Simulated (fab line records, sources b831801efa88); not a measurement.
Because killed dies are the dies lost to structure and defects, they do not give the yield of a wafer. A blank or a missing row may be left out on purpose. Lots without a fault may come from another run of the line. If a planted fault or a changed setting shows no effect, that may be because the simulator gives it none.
The tool behind it: which one?    flow sfq-line    21 wafers from 7 lots sampled at 3 of the route's 325 steps

== WHAT THE GAUGES READ, wafer by wafer ==
SFQ_I2_OVL_MEAS_918.
lot   measured      on          I2_OVL (nm)
L796  day 24 16:06  overlay-02  4 3 4
L802  day 37 22:35  overlay-02  -6 -4 -4
L805  day 39 09:29  overlay-01  -4 -4 -11
L809  day 41 00:02  overlay-01  1 -6 0
L814  day 42 16:44  overlay-01  -3 -1 4
L816  day 43 21:40  overlay-02  -2 1 2
L818  day 44 12:04  overlay-01  -3 1 -2

== WHAT TOOL EACH LOT RAN ON (gives the tool, then ch and the chambers of the sampled wafers, and finally the start) ==
lot   SFQ_TRILAYER_I0_CMP_CMP_028    SFQ_TRILAYER_M2_BARC_OPEN_METAL_ETCH_077
L796  cmp-02 ch 0,1,2, day 11 11:00  rie-metal-04 ch 1, day 23 06:32
L802  cmp-02 ch 0,2, day 13 15:50    rie-metal-03 ch 0,1, day 31 11:45
L805  cmp-02 ch 0,2,3, day 14 10:05  rie-metal-04 ch 0, day 33 03:22
L809  cmp-01 ch 0,1, day 15 11:53    rie-metal-04 ch 0,1, day 34 11:15
L814  cmp-02 ch 0,2,3, day 17 05:41  rie-metal-02 ch 1, day 36 03:26
L816  cmp-02 ch 0,2,3, day 18 06:22  rie-metal-04 ch 1, day 37 05:35
L818  cmp-01 ch 0,2,3, day 18 21:58  rie-metal-04 ch 0,1, day 37 18:59
- SFQ_TRILAYER_I0_CMP_CMP_028: polishes SiO2.
- SFQ_TRILAYER_M2_BARC_OPEN_METAL_ETCH_077: etches BARC in O2, target depth 125 nm, time 41.7 s.

== THE ANSWER, worked out from the rows above alone ==
Rule: the usual values come from the lots themselves. Put in order of their means at a reading, lots are off if they are a third of the lots or fewer, leave a main group of 4 or more, and stand apart from it by a gap of 3 or more times the standard deviation of the main group's means; of several such gaps the widest counts. Not used: any main group whose means are identical at the precision the tables above print for the reading. A lot without any number at a reading at which 4 lots or more have one is off too. Any other lot the step has rows for is counted as sound.
Nothing can be told from this: no lot is off at any reading shown.

== WHAT THE SIMULATOR HAD INSERTED ==
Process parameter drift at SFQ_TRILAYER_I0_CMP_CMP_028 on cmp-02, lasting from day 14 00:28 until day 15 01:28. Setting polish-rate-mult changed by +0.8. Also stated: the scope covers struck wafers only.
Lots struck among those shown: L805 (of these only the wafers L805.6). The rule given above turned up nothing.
